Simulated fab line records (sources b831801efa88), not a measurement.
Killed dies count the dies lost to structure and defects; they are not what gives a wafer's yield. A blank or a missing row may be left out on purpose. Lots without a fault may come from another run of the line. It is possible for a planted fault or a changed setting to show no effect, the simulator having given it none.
fab line records :: flow sky130
record:
  lots: 13
  wafers: 39
  lastDay: 50
route steps=708 shown NWELL@78 SONOS_TUNNEL@156 CONTACT@432 METAL1@438
lots with no fault: from the same line, run without faults
startH: start of the lot's first displayed wafer, in hours after the record's first day :: waitH: how many hours have passed since the lot's step before this one :: " identical to the entry in the row above :: L1.1+2: several wafers, shown together as one row :: - no value present, or no start provided :: * or withheld: withheld :: < > ~ a bound
route shown NAME@n: NAME is a module with steps in the file, n the number in the route of the first one :: usual: mean/standard deviation of fault-free wafers :: same: alike in all rows :: chamber/n: place in a boat :: sites: per-site readings :: _std_site: standard deviation across them :: _edge_site: mean of outer sites minus mean of inner sites :: radiusMm: for every site, how far away it sits from the centre of the wafer :: mask NAME#n: copy n :: behind: the last tool/chamber to shape the wafer :: hold: why the lot went on hold/how many hours it stayed there/how the hold came to an end :: device: the n, p or np transistor that did not switch :: end of line: at the end of the route, the tests of the same wafers :: where a step has no rows: the recipe by itself :: killed: count of dies lost to structure and defects at first sort (not the wafer's yield) :: map: a wafer's dies, x killed, . not, _ none there
set.NAME: setting as actually run; set.NAME@STEP: the setting as run at that earlier step :: model.NAME: the simulator's own value behind a step, which no gauge read
a sample of lots followed through the steps of the route, with each step as a table and each wafer as a row
services: a tool's chamber out of use, with start hour (startH, from the record's first day; less than 0 if before it), hours out, and reason
== steps ==
step: SKY_NWELL_STRIP_25
recipe:
  chemistry: O2/N2
  powerW: 1400
  pressureMtorr: 1500
  platenTempC: withheld
  o2FlowSccm: 3000
  n2FlowSccm: 300
  overashFraction: 0.5
usual:
  drypumpMotorCurrentA: 5.4/0.49
  oesProductAu: 0.723/0.0044
  stripTimeToEndpointS: 36.86/0.099
lot.wafer: L747.1
tool: plasmaAsher-03
chamber: 0
startH: 100.20
waitH: 0.1
drypumpMotorCurrentA: 5.7
oesProductAu: 0.723
rfHoursCounterH: 41
stripTimeToEndpointS: 36.93

lot.wafer: L747.4
tool: plasmaAsher-03
chamber: 0
startH: 100.20
waitH: 0.1
drypumpMotorCurrentA: 5.7
oesProductAu: 0.715
rfHoursCounterH: -
stripTimeToEndpointS: 36.76

lot.wafer: L747.5
tool: plasmaAsher-03
chamber: 1
startH: 100.20
waitH: 0.1
drypumpMotorCurrentA: 4.7
oesProductAu: 0.717
rfHoursCounterH: -
stripTimeToEndpointS: 36.95

lot.wafer: L749.2
tool: plasmaAsher-02
chamber: 0
startH: 115.90
waitH: 0.1
drypumpMotorCurrentA: 6.2
oesProductAu: 0.723
rfHoursCounterH: 45
stripTimeToEndpointS: 36.85

lot.wafer: L749.5
tool: plasmaAsher-02
chamber: 0
startH: 115.90
waitH: 0.1
drypumpMotorCurrentA: 6.2
oesProductAu: 0.729
rfHoursCounterH: -
stripTimeToEndpointS: 36.85

lot.wafer: L749.6
tool: plasmaAsher-02
chamber: 1
startH: 115.90
waitH: 0.1
drypumpMotorCurrentA: 5.8
oesProductAu: 0.724
rfHoursCounterH: -
stripTimeToEndpointS: 36.92

lot.wafer: L750.1
tool: plasmaAsher-03
chamber: 1
startH: 122.15
waitH: 0.1
drypumpMotorCurrentA: 4.6
oesProductAu: 0.731
rfHoursCounterH: 0
stripTimeToEndpointS: 36.89

lot.wafer: L750.2
tool: plasmaAsher-03
chamber: 0
startH: 122.15
waitH: 0.1
drypumpMotorCurrentA: 5.7
oesProductAu: 0.723
rfHoursCounterH: 0
stripTimeToEndpointS: 36.90

lot.wafer: L750.3
tool: plasmaAsher-03
chamber: 0
startH: 122.15
waitH: 0.1
drypumpMotorCurrentA: 5.7
oesProductAu: 0.720
rfHoursCounterH: -
stripTimeToEndpointS: 36.98

lot.wafer: L751.2
tool: plasmaAsher-01
chamber: 0
startH: 127.54
waitH: 0.1
drypumpMotorCurrentA: 5.0
oesProductAu: 0.719
rfHoursCounterH: 44
stripTimeToEndpointS: 36.98

lot.wafer: L751.5
tool: plasmaAsher-01
chamber: 0
startH: 127.54
waitH: 0.1
drypumpMotorCurrentA: 4.9
oesProductAu: 0.715
rfHoursCounterH: -
stripTimeToEndpointS: 36.84

lot.wafer: L751.6
tool: plasmaAsher-01
chamber: 1
startH: 127.54
waitH: 0.1
drypumpMotorCurrentA: 5.5
oesProductAu: 0.727
rfHoursCounterH: -
stripTimeToEndpointS: 36.86

lot.wafer: L754.1
tool: plasmaAsher-01
chamber: 1
startH: 149.15
waitH: 0.1
drypumpMotorCurrentA: 5.5
oesProductAu: 0.724
rfHoursCounterH: 46
stripTimeToEndpointS: 36.88

lot.wafer: L754.2
tool: plasmaAsher-01
chamber: 0
startH: 149.15
waitH: 0.1
drypumpMotorCurrentA: 5.0
oesProductAu: 0.726
rfHoursCounterH: 46
stripTimeToEndpointS: 36.86

lot.wafer: L754.5
tool: plasmaAsher-01
chamber: 1
startH: 149.15
waitH: 0.1
drypumpMotorCurrentA: 5.5
oesProductAu: 0.722
rfHoursCounterH: -
stripTimeToEndpointS: 37.01

lot.wafer: L756.1
tool: plasmaAsher-03
chamber: 1
startH: 160.15
waitH: 0.1
drypumpMotorCurrentA: 4.6
oesProductAu: 0.716
rfHoursCounterH: 4
stripTimeToEndpointS: 36.81

lot.wafer: L756.4
tool: plasmaAsher-03
chamber: 0
startH: 160.15
waitH: 0.1
drypumpMotorCurrentA: 5.7
oesProductAu: 0.725
rfHoursCounterH: -
stripTimeToEndpointS: 36.87

lot.wafer: L756.6
tool: plasmaAsher-03
chamber: 1
startH: 160.15
waitH: 0.1
drypumpMotorCurrentA: 4.7
oesProductAu: 0.716
rfHoursCounterH: -
stripTimeToEndpointS: 36.86

lot.wafer: L760.1
tool: plasmaAsher-01
chamber: 1
startH: 183.34
waitH: 0.1
drypumpMotorCurrentA: 5.5
oesProductAu: 0.729
rfHoursCounterH: 49
stripTimeToEndpointS: 36.64

lot.wafer: L760.4
tool: plasmaAsher-01
chamber: 1
startH: 183.34
waitH: 0.1
drypumpMotorCurrentA: 5.5
oesProductAu: 0.722
rfHoursCounterH: -
stripTimeToEndpointS: 36.69

lot.wafer: L760.5
tool: plasmaAsher-01
chamber: 0
startH: 183.34
waitH: 0.1
drypumpMotorCurrentA: 5.0
oesProductAu: 0.727
rfHoursCounterH: -
stripTimeToEndpointS: 36.58

lot.wafer: L761.2
tool: plasmaAsher-01
chamber: 1
startH: 187.69
waitH: 0.1
drypumpMotorCurrentA: 5.5
oesProductAu: 0.724
rfHoursCounterH: 50
stripTimeToEndpointS: 36.88

lot.wafer: L761.3
tool: plasmaAsher-01
chamber: 1
startH: 187.69
waitH: 0.1
drypumpMotorCurrentA: 5.5
oesProductAu: 0.716
rfHoursCounterH: -
stripTimeToEndpointS: 36.89

lot.wafer: L761.5
tool: plasmaAsher-01
chamber: 1
startH: 187.69
waitH: 0.1
drypumpMotorCurrentA: 5.5
oesProductAu: 0.723
rfHoursCounterH: -
stripTimeToEndpointS: 36.82

lot.wafer: L764.1
tool: plasmaAsher-01
chamber: 0
startH: 204.79
waitH: 0.1
drypumpMotorCurrentA: 4.9
oesProductAu: 0.727
rfHoursCounterH: 52
stripTimeToEndpointS: 36.77

lot.wafer: L764.2
tool: plasmaAsher-01
chamber: 1
startH: 204.79
waitH: 0.1
drypumpMotorCurrentA: 5.5
oesProductAu: 0.724
rfHoursCounterH: 52
stripTimeToEndpointS: 36.86

lot.wafer: L764.4
tool: plasmaAsher-01
chamber: 0
startH: 204.79
waitH: 0.1
drypumpMotorCurrentA: 5.0
oesProductAu: 0.724
rfHoursCounterH: -
stripTimeToEndpointS: 36.85

lot.wafer: L767.1
tool: plasmaAsher-01
chamber: 0
startH: 223.79
waitH: 0.1
drypumpMotorCurrentA: 4.9
oesProductAu: 0.721
rfHoursCounterH: 53
stripTimeToEndpointS: 37.00

lot.wafer: L767.2
tool: plasmaAsher-01
chamber: 1
startH: 223.79
waitH: 0.1
drypumpMotorCurrentA: 5.5
oesProductAu: 0.726
rfHoursCounterH: 53
stripTimeToEndpointS: 37.06

lot.wafer: L767.3
tool: plasmaAsher-01
chamber: 0
startH: 223.79
waitH: 0.1
drypumpMotorCurrentA: 5.0
oesProductAu: 0.724
rfHoursCounterH: -
stripTimeToEndpointS: 36.97

lot.wafer: L768.1
tool: plasmaAsher-02
chamber: 1
startH: 229.13
waitH: 0.1
drypumpMotorCurrentA: 5.8
oesProductAu: 0.715
rfHoursCounterH: 57
stripTimeToEndpointS: 36.81

lot.wafer: L768.4
tool: plasmaAsher-02
chamber: 0
startH: 229.13
waitH: 0.1
drypumpMotorCurrentA: 6.2
oesProductAu: 0.712
rfHoursCounterH: -
stripTimeToEndpointS: 36.75

lot.wafer: L768.5
tool: plasmaAsher-02
chamber: 0
startH: 229.13
waitH: 0.1
drypumpMotorCurrentA: 6.2
oesProductAu: 0.727
rfHoursCounterH: -
stripTimeToEndpointS: 36.84

lot.wafer: L769.2
tool: plasmaAsher-02
chamber: 0
startH: 237.95
waitH: 0.1
drypumpMotorCurrentA: 6.2
oesProductAu: 0.723
rfHoursCounterH: 58
stripTimeToEndpointS: 36.86

lot.wafer: L769.3
tool: plasmaAsher-02
chamber: 0
startH: 237.95
waitH: 0.1
drypumpMotorCurrentA: 6.2
oesProductAu: 0.725
rfHoursCounterH: -
stripTimeToEndpointS: 36.96

lot.wafer: L769.4
tool: plasmaAsher-02
chamber: 1
startH: 237.95
waitH: 0.1
drypumpMotorCurrentA: 5.8
oesProductAu: 0.728
rfHoursCounterH: -
stripTimeToEndpointS: 37.07

lot.wafer: L770.1
tool: plasmaAsher-03
chamber: 0
startH: 244.45
waitH: 0.1
drypumpMotorCurrentA: 5.8
oesProductAu: 0.728
rfHoursCounterH: 13
stripTimeToEndpointS: 36.70

lot.wafer: L770.3
tool: plasmaAsher-03
chamber: 0
startH: 244.45
waitH: 0.1
drypumpMotorCurrentA: 5.7
oesProductAu: 0.721
rfHoursCounterH: -
stripTimeToEndpointS: 36.85

lot.wafer: L770.4
tool: plasmaAsher-03
chamber: 1
startH: 244.45
waitH: 0.1
drypumpMotorCurrentA: 4.7
oesProductAu: 0.721
rfHoursCounterH: -
stripTimeToEndpointS: 36.77
step: SKY_SONOS_TUNNEL_COAT_02
recipe:
  resist: NOVOLAK
  spinRpm: 3000
  resistThkNm: 1140
usual:
  spinSpeedRpm: 3000.4/2.3
lot.wafer: L747.1
tool: lithoTrack-02
chamber: 0
startH: 233.70
waitH: 0.1
spinSpeedRpm: 2999.6

lot.wafer: L747.4
tool: lithoTrack-02
chamber: 0
startH: 233.70
waitH: 0.1
spinSpeedRpm: 2999.9

lot.wafer: L747.5
tool: lithoTrack-02
chamber: 0
startH: 233.70
waitH: 0.1
spinSpeedRpm: 2999.8

lot.wafer: L749.2
tool: lithoTrack-02
chamber: 0
startH: 255.27
waitH: 0.1
spinSpeedRpm: 2998.3

lot.wafer: L749.5
tool: lithoTrack-02
chamber: 0
startH: 255.27
waitH: 0.1
spinSpeedRpm: 3000.7

lot.wafer: L749.6
tool: lithoTrack-02
chamber: 0
startH: 255.27
waitH: 0.1
spinSpeedRpm: 3001.0

lot.wafer: L750.1
tool: lithoTrack-04
chamber: 0
startH: 259.95
waitH: 0.1
spinSpeedRpm: 3004.4

lot.wafer: L750.2
tool: lithoTrack-04
chamber: 0
startH: 259.95
waitH: 0.1
spinSpeedRpm: 2999.0

lot.wafer: L750.3
tool: lithoTrack-04
chamber: 0
startH: 259.95
waitH: 0.1
spinSpeedRpm: 3001.2

lot.wafer: L751.2
tool: lithoTrack-04
chamber: 0
startH: 268.63
waitH: 0.1
spinSpeedRpm: 3004.1

lot.wafer: L751.5
tool: lithoTrack-04
chamber: 0
startH: 268.63
waitH: 0.1
spinSpeedRpm: 3001.3

lot.wafer: L751.6
tool: lithoTrack-04
chamber: 0
startH: 268.63
waitH: 0.1
spinSpeedRpm: 3003.0

lot.wafer: L754.1
tool: lithoTrack-04
chamber: 0
startH: 296.95
waitH: 0.1
spinSpeedRpm: 3003.4

lot.wafer: L754.2
tool: lithoTrack-04
chamber: 0
startH: 296.95
waitH: 0.1
spinSpeedRpm: 3002.4

lot.wafer: L754.5
tool: lithoTrack-04
chamber: 0
startH: 296.95
waitH: 0.1
spinSpeedRpm: 2997.4

lot.wafer: L756.1
tool: lithoTrack-01
chamber: 0
startH: 311.26
waitH: 0.1
spinSpeedRpm: 2998.4

lot.wafer: L756.4
tool: lithoTrack-01
chamber: 0
startH: 311.26
waitH: 0.1
spinSpeedRpm: 3000.2

lot.wafer: L756.6
tool: lithoTrack-01
chamber: 0
startH: 311.26
waitH: 0.1
spinSpeedRpm: 2996.4

lot.wafer: L760.1
tool: lithoTrack-01
chamber: 0
startH: 339.96
waitH: 0.1
spinSpeedRpm: 3099.7

lot.wafer: L760.4
tool: lithoTrack-01
chamber: 0
startH: 339.96
waitH: 0.1
spinSpeedRpm: 3100.8

lot.wafer: L760.5
tool: lithoTrack-01
chamber: 0
startH: 339.96
waitH: 0.1
spinSpeedRpm: 3101.4

lot.wafer: L761.2
tool: lithoTrack-01
chamber: 0
startH: 346.14
waitH: 0.1
spinSpeedRpm: 3100.5

lot.wafer: L761.3
tool: lithoTrack-01
chamber: 0
startH: 346.14
waitH: 0.1
spinSpeedRpm: 3098.1

lot.wafer: L761.5
tool: lithoTrack-01
chamber: 0
startH: 346.14
waitH: 0.1
spinSpeedRpm: 3102.9

lot.wafer: L764.1
tool: lithoTrack-04
chamber: 0
startH: 368.00
waitH: 0.1
spinSpeedRpm: 3002.4

lot.wafer: L764.2
tool: lithoTrack-04
chamber: 0
startH: 368.00
waitH: 0.1
spinSpeedRpm: 3001.0

lot.wafer: L764.4
tool: lithoTrack-04
chamber: 0
startH: 368.00
waitH: 0.1
spinSpeedRpm: 3004.8

lot.wafer: L767.1
tool: lithoTrack-02
chamber: 0
startH: 393.60
waitH: 0.1
spinSpeedRpm: 2997.7

lot.wafer: L767.2
tool: lithoTrack-02
chamber: 0
startH: 393.60
waitH: 0.1
spinSpeedRpm: 2996.6

lot.wafer: L767.3
tool: lithoTrack-02
chamber: 0
startH: 393.60
waitH: 0.1
spinSpeedRpm: 3001.4

lot.wafer: L768.1
tool: lithoTrack-01
chamber: 0
startH: 399.41
waitH: 0.1
spinSpeedRpm: 3000.4

lot.wafer: L768.4
tool: lithoTrack-01
chamber: 0
startH: 399.41
waitH: 0.1
spinSpeedRpm: 3001.2

lot.wafer: L768.5
tool: lithoTrack-01
chamber: 0
startH: 399.41
waitH: 0.1
spinSpeedRpm: 2997.9

lot.wafer: L769.2
tool: lithoTrack-01
chamber: 0
startH: 410.89
waitH: 0.1
spinSpeedRpm: 3001.1

lot.wafer: L769.3
tool: lithoTrack-01
chamber: 0
startH: 410.89
waitH: 0.1
spinSpeedRpm: 3001.6

lot.wafer: L769.4
tool: lithoTrack-01
chamber: 0
startH: 410.89
waitH: 0.1
spinSpeedRpm: 3005.7

lot.wafer: L770.1
tool: lithoTrack-01
chamber: 0
startH: 418.81
waitH: 0.1
spinSpeedRpm: 2996.9

lot.wafer: L770.3
tool: lithoTrack-01
chamber: 0
startH: 418.81
waitH: 0.1
spinSpeedRpm: 3001.4

lot.wafer: L770.4
tool: lithoTrack-01
chamber: 0
startH: 418.81
waitH: 0.1
spinSpeedRpm: 3001.4
step: SKY_CONTACT_THK_MEAS_26
recipe:
  thkMeasGauge: xrf
  reads: W_of_CONTACT_CVD_24
usual:
  CONTACT_W_THK: 343/3.6
lot.wafer: L747.1
tool: filmMetro-03
chamber: -
startH: 729.65
waitH: 0.1
CONTACT_W_THK[nm]: 342

lot.wafer: L747.4
tool: filmMetro-03
chamber: -
startH: 729.65
waitH: 0.1
CONTACT_W_THK[nm]: 345

lot.wafer: L747.5
tool: filmMetro-03
chamber: -
startH: 729.65
waitH: 0.1
CONTACT_W_THK[nm]: 343

lot.wafer: L749.2
tool: filmMetro-02
chamber: -
startH: 753.53
waitH: 0.1
CONTACT_W_THK[nm]: 347

lot.wafer: L749.5
tool: filmMetro-02
chamber: -
startH: 753.53
waitH: 0.1
CONTACT_W_THK[nm]: 345

lot.wafer: L749.6
tool: filmMetro-02
chamber: -
startH: 753.53
waitH: 0.1
CONTACT_W_THK[nm]: 341

lot.wafer: L750.1
tool: filmMetro-02
chamber: -
startH: 760.43
waitH: 0.1
CONTACT_W_THK[nm]: 343

lot.wafer: L750.2
tool: filmMetro-02
chamber: -
startH: 760.43
waitH: 0.1
CONTACT_W_THK[nm]: 345

lot.wafer: L750.3
tool: filmMetro-02
chamber: -
startH: 760.43
waitH: 0.1
CONTACT_W_THK[nm]: 347

lot.wafer: L751.2
tool: filmMetro-02
chamber: -
startH: 769.34
waitH: 0.1
CONTACT_W_THK[nm]: 338

lot.wafer: L751.5
tool: filmMetro-02
chamber: -
startH: 769.34
waitH: 0.1
CONTACT_W_THK[nm]: 341

lot.wafer: L751.6
tool: filmMetro-02
chamber: -
startH: 769.34
waitH: 0.1
CONTACT_W_THK[nm]: 338

lot.wafer: L754.1
tool: filmMetro-02
chamber: -
startH: 798.63
waitH: 0.1
CONTACT_W_THK[nm]: 342

lot.wafer: L754.2
tool: filmMetro-02
chamber: -
startH: 798.63
waitH: 0.1
CONTACT_W_THK[nm]: 341

lot.wafer: L754.5
tool: filmMetro-02
chamber: -
startH: 798.63
waitH: 0.1
CONTACT_W_THK[nm]: 346

lot.wafer: L756.1
tool: filmMetro-03
chamber: -
startH: 809.07
waitH: 0.1
CONTACT_W_THK[nm]: 341

lot.wafer: L756.4
tool: filmMetro-03
chamber: -
startH: 809.07
waitH: 0.1
CONTACT_W_THK[nm]: 342

lot.wafer: L756.6
tool: filmMetro-03
chamber: -
startH: 809.07
waitH: 0.1
CONTACT_W_THK[nm]: 341

lot.wafer: L760.1
tool: filmMetro-03
chamber: -
startH: 834.52
waitH: 0.1
CONTACT_W_THK[nm]: 342

lot.wafer: L760.4
tool: filmMetro-03
chamber: -
startH: 834.52
waitH: 0.1
CONTACT_W_THK[nm]: 347

lot.wafer: L760.5
tool: filmMetro-03
chamber: -
startH: 834.52
waitH: 0.1
CONTACT_W_THK[nm]: 344

lot.wafer: L761.2
tool: filmMetro-03
chamber: -
startH: 840.68
waitH: 0.1
CONTACT_W_THK[nm]: 345

lot.wafer: L761.3
tool: filmMetro-03
chamber: -
startH: 840.68
waitH: 0.1
CONTACT_W_THK[nm]: 344

lot.wafer: L761.5
tool: filmMetro-03
chamber: -
startH: 840.68
waitH: 0.1
CONTACT_W_THK[nm]: 344

lot.wafer: L764.1
tool: filmMetro-03
chamber: -
startH: 860.33
waitH: 0.1
CONTACT_W_THK[nm]: 345

lot.wafer: L764.2
tool: filmMetro-03
chamber: -
startH: 860.33
waitH: 0.1
CONTACT_W_THK[nm]: 340

lot.wafer: L764.4
tool: filmMetro-03
chamber: -
startH: 860.33
waitH: 0.1
CONTACT_W_THK[nm]: 340

lot.wafer: L767.1
tool: filmMetro-04
chamber: -
startH: 885.79
waitH: 0.1
CONTACT_W_THK[nm]: 349

lot.wafer: L767.2
tool: filmMetro-04
chamber: -
startH: 885.79
waitH: 0.1
CONTACT_W_THK[nm]: 347

lot.wafer: L767.3
tool: filmMetro-04
chamber: -
startH: 885.79
waitH: 0.1
CONTACT_W_THK[nm]: 342

lot.wafer: L768.1
tool: filmMetro-02
chamber: -
startH: 889.95
waitH: 0.1
CONTACT_W_THK[nm]: 343

lot.wafer: L768.4
tool: filmMetro-02
chamber: -
startH: 889.95
waitH: 0.1
CONTACT_W_THK[nm]: 344

lot.wafer: L768.5
tool: filmMetro-02
chamber: -
startH: 889.95
waitH: 0.1
CONTACT_W_THK[nm]: 348

lot.wafer: L769.2
tool: filmMetro-02
chamber: -
startH: 899.73
waitH: 0.1
CONTACT_W_THK[nm]: 335

lot.wafer: L769.3
tool: filmMetro-02
chamber: -
startH: 899.73
waitH: 0.1
CONTACT_W_THK[nm]: 341

lot.wafer: L769.4
tool: filmMetro-02
chamber: -
startH: 899.73
waitH: 0.1
CONTACT_W_THK[nm]: 344

lot.wafer: L770.1
tool: filmMetro-02
chamber: -
startH: 900.90
waitH: 0.1
CONTACT_W_THK[nm]: 342

lot.wafer: L770.3
tool: filmMetro-02
chamber: -
startH: 900.90
waitH: 0.1
CONTACT_W_THK[nm]: 342

lot.wafer: L770.4
tool: filmMetro-02
chamber: -
startH: 900.90
waitH: 0.1
CONTACT_W_THK[nm]: 340
step: SKY_METAL1_SPUTTER_04
recipe:
  material: TiN
  targetThkNm: 70
  powerW: 6500
  timeS: 58.3
  chamberPressurePa: 0.4107
usual:
  cathodeDcPowerW: 6500.0/1.2
  throttleValvePct: 29.6/0.63
lot.wafer: L747.1
tool: pvdSputter-03
chamber: -
startH: 730.10
waitH: 0.0
cathodeDcPowerW: 6498.7
throttleValvePct: 29.4

lot.wafer: L747.4
tool: pvdSputter-03
chamber: -
startH: 730.10
waitH: 0.0
cathodeDcPowerW: 6500.7
throttleValvePct: 29.9

lot.wafer: L747.5
tool: pvdSputter-03
chamber: -
startH: 730.10
waitH: 0.0
cathodeDcPowerW: 6501.5
throttleValvePct: 30.0

lot.wafer: L749.2
tool: pvdSputter-03
chamber: -
startH: 753.97
waitH: 0.0
cathodeDcPowerW: 6500.6
throttleValvePct: 29.3

lot.wafer: L749.5
tool: pvdSputter-03
chamber: -
startH: 753.97
waitH: 0.0
cathodeDcPowerW: 6498.5
throttleValvePct: 28.9

lot.wafer: L749.6
tool: pvdSputter-03
chamber: -
startH: 753.97
waitH: 0.0
cathodeDcPowerW: 6499.5
throttleValvePct: 30.0

lot.wafer: L750.1
tool: pvdSputter-02
chamber: -
startH: 760.88
waitH: 0.0
cathodeDcPowerW: 6500.7
throttleValvePct: 29.0

lot.wafer: L750.2
tool: pvdSputter-02
chamber: -
startH: 760.88
waitH: 0.0
cathodeDcPowerW: 6500.1
throttleValvePct: 29.6

lot.wafer: L750.3
tool: pvdSputter-02
chamber: -
startH: 760.88
waitH: 0.0
cathodeDcPowerW: 6500.4
throttleValvePct: 30.3

lot.wafer: L751.2
tool: pvdSputter-04
chamber: -
startH: 769.78
waitH: 0.0
cathodeDcPowerW: 6499.9
throttleValvePct: 29.0

lot.wafer: L751.5
tool: pvdSputter-04
chamber: -
startH: 769.78
waitH: 0.0
cathodeDcPowerW: 6499.9
throttleValvePct: 29.2

lot.wafer: L751.6
tool: pvdSputter-04
chamber: -
startH: 769.78
waitH: 0.0
cathodeDcPowerW: 6500.4
throttleValvePct: 30.1

lot.wafer: L754.1
tool: pvdSputter-03
chamber: -
startH: 799.08
waitH: 0.0
cathodeDcPowerW: 6500.0
throttleValvePct: 28.8

lot.wafer: L754.2
tool: pvdSputter-03
chamber: -
startH: 799.08
waitH: 0.0
cathodeDcPowerW: 6503.2
throttleValvePct: 29.7

lot.wafer: L754.5
tool: pvdSputter-03
chamber: -
startH: 799.08
waitH: 0.0
cathodeDcPowerW: 6501.5
throttleValvePct: 29.5

lot.wafer: L756.1
tool: pvdSputter-04
chamber: -
startH: 809.52
waitH: 0.0
cathodeDcPowerW: 6499.8
throttleValvePct: 29.5

lot.wafer: L756.4
tool: pvdSputter-04
chamber: -
startH: 809.52
waitH: 0.0
cathodeDcPowerW: 6500.8
throttleValvePct: 29.9

lot.wafer: L756.6
tool: pvdSputter-04
chamber: -
startH: 809.52
waitH: 0.0
cathodeDcPowerW: 6500.6
throttleValvePct: 30.0

lot.wafer: L760.1
tool: pvdSputter-04
chamber: -
startH: 834.97
waitH: 0.0
cathodeDcPowerW: 6500.0
throttleValvePct: 29.2

lot.wafer: L760.4
tool: pvdSputter-04
chamber: -
startH: 834.97
waitH: 0.0
cathodeDcPowerW: 6500.1
throttleValvePct: 30.5

lot.wafer: L760.5
tool: pvdSputter-04
chamber: -
startH: 834.97
waitH: 0.0
cathodeDcPowerW: 6499.5
throttleValvePct: 30.6

lot.wafer: L761.2
tool: pvdSputter-04
chamber: -
startH: 841.49
waitH: 0.0
cathodeDcPowerW: 6500.5
throttleValvePct: 29.1

lot.wafer: L761.3
tool: pvdSputter-04
chamber: -
startH: 841.49
waitH: 0.0
cathodeDcPowerW: 6500.1
throttleValvePct: 29.2

lot.wafer: L761.5
tool: pvdSputter-04
chamber: -
startH: 841.49
waitH: 0.0
cathodeDcPowerW: 6497.2
throttleValvePct: 29.0

lot.wafer: L764.1
tool: pvdSputter-03
chamber: -
startH: 860.78
waitH: 0.0
cathodeDcPowerW: 6499.5
throttleValvePct: 29.8

lot.wafer: L764.2
tool: pvdSputter-03
chamber: -
startH: 860.78
waitH: 0.0
cathodeDcPowerW: 6500.1
throttleValvePct: 28.9

lot.wafer: L764.4
tool: pvdSputter-03
chamber: -
startH: 860.78
waitH: 0.0
cathodeDcPowerW: 6498.8
throttleValvePct: 28.8

lot.wafer: L767.1
tool: pvdSputter-02
chamber: -
startH: 886.24
waitH: 0.0
cathodeDcPowerW: 6500.1
throttleValvePct: 29.0

lot.wafer: L767.2
tool: pvdSputter-02
chamber: -
startH: 886.24
waitH: 0.0
cathodeDcPowerW: 6499.2
throttleValvePct: 29.7

lot.wafer: L767.3
tool: pvdSputter-02
chamber: -
startH: 886.24
waitH: 0.0
cathodeDcPowerW: 6500.2
throttleValvePct: 30.7

lot.wafer: L768.1
tool: pvdSputter-04
chamber: -
startH: 890.40
waitH: 0.0
cathodeDcPowerW: 6498.6
throttleValvePct: 29.1

lot.wafer: L768.4
tool: pvdSputter-04
chamber: -
startH: 890.40
waitH: 0.0
cathodeDcPowerW: 6498.4
throttleValvePct: 29.8

lot.wafer: L768.5
tool: pvdSputter-04
chamber: -
startH: 890.40
waitH: 0.0
cathodeDcPowerW: 6501.9
throttleValvePct: 30.5

lot.wafer: L769.2
tool: pvdSputter-04
chamber: -
startH: 900.17
waitH: 0.0
cathodeDcPowerW: 6500.1
throttleValvePct: 30.5

lot.wafer: L769.3
tool: pvdSputter-04
chamber: -
startH: 900.17
waitH: 0.0
cathodeDcPowerW: 6498.7
throttleValvePct: 29.1

lot.wafer: L769.4
tool: pvdSputter-04
chamber: -
startH: 900.17
waitH: 0.0
cathodeDcPowerW: 6500.5
throttleValvePct: 28.9

lot.wafer: L770.1
tool: pvdSputter-03
chamber: -
startH: 901.35
waitH: 0.0
cathodeDcPowerW: 6499.1
throttleValvePct: 28.6

lot.wafer: L770.3
tool: pvdSputter-03
chamber: -
startH: 901.35
waitH: 0.0
cathodeDcPowerW: 6498.6
throttleValvePct: 28.8

lot.wafer: L770.4
tool: pvdSputter-03
chamber: -
startH: 901.35
waitH: 0.0
cathodeDcPowerW: 6500.6
throttleValvePct: 29.3
== services ==
tool: plasmaAsher-03
chamber: -
startH: 108.75
hours: 9.0
kind: pm

tool: plasmaAsher-03
chamber: -
startH: 122.81
hours: 2.5
kind: repair

tool: pvdSputter-04
chamber: -
startH: 151.67
hours: 5.2
kind: repair

tool: plasmaAsher-01
chamber: -
startH: 207.45
hours: 2.7
kind: repair

tool: plasmaAsher-03
chamber: -
startH: 265.75
hours: 1.4
kind: repair

tool: plasmaAsher-03
chamber: -
startH: 314.61
hours: 1.6
kind: repair

tool: pvdSputter-04
chamber: -
startH: 333.61
hours: 2.3
kind: repair

tool: pvdSputter-03
chamber: -
startH: 374.05
hours: 2.5
kind: repair

tool: pvdSputter-04
chamber: -
startH: 408.01
hours: 2.3
kind: repair

tool: pvdSputter-04
chamber: -
startH: 410.29
hours: 26.7
kind: repair

tool: plasmaAsher-01
chamber: -
startH: 421.25
hours: 9.0
kind: pm

tool: pvdSputter-04
chamber: -
startH: 439.27
hours: 2.5
kind: repair

tool: plasmaAsher-03
chamber: -
startH: 463.79
hours: 1.7
kind: repair

tool: plasmaAsher-03
chamber: -
startH: 471.92
hours: 1.0
kind: repair

tool: pvdSputter-04
chamber: -
startH: 480.06
hours: 3.3
kind: repair

tool: plasmaAsher-03
chamber: -
startH: 496.46
hours: 1.6
kind: repair

tool: pvdSputter-03
chamber: -
startH: 515.71
hours: 2.3
kind: repair

tool: plasmaAsher-01
chamber: -
startH: 518.74
hours: 0.4
kind: repair

tool: pvdSputter-04
chamber: -
startH: 533.55
hours: 1.1
kind: repair

tool: plasmaAsher-03
chamber: -
startH: 647.33
hours: 4.4
kind: repair

tool: plasmaAsher-01
chamber: -
startH: 769.67
hours: 47.9
kind: repair

tool: plasmaAsher-01
chamber: -
startH: 804.78
hours: 1.5
kind: repair

tool: pvdSputter-03
chamber: -
startH: 822.34
hours: 6.6
kind: repair

tool: plasmaAsher-01
chamber: -
startH: 866.85
hours: 5.1
kind: repair
== key ==
firstSign:
  step: SKY_SONOS_TUNNEL_COAT_02
  reading: spinSpeedRpm
  direction: up
  sigmas: 43
  usual: 3000.4
  struck: 3100.5
effect none on later readings
metAt SKY_SONOS_TUNNEL_COAT_02
struckLots L760,L761
testerLeftOut L760,L761
notActingAt SKY_NWELL_STRIP_25,SKY_CONTACT_THK_MEAS_26,SKY_METAL1_SPUTTER_04
onsetBetween 311.26 339.96
fault:
  kind: processParameterDrift
  tool: lithoTrack-01
  chamber: -
  onsetH: 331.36
  steps: SKY_SONOS_TUNNEL_COAT_02
  channel: spinRpm
  offset: 100.09
  shape: step
  endH: 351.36
  actsIn: theseRecipesOnly
  stated: 3000
testerLeftOut: of these lots the tester's yield and bins aren't shown, on N5 and GAA mostly nor the transistor test; their killed dies are dies lost to structure and defects alone, not to doping, threshold or leakage, so they don't give the yield
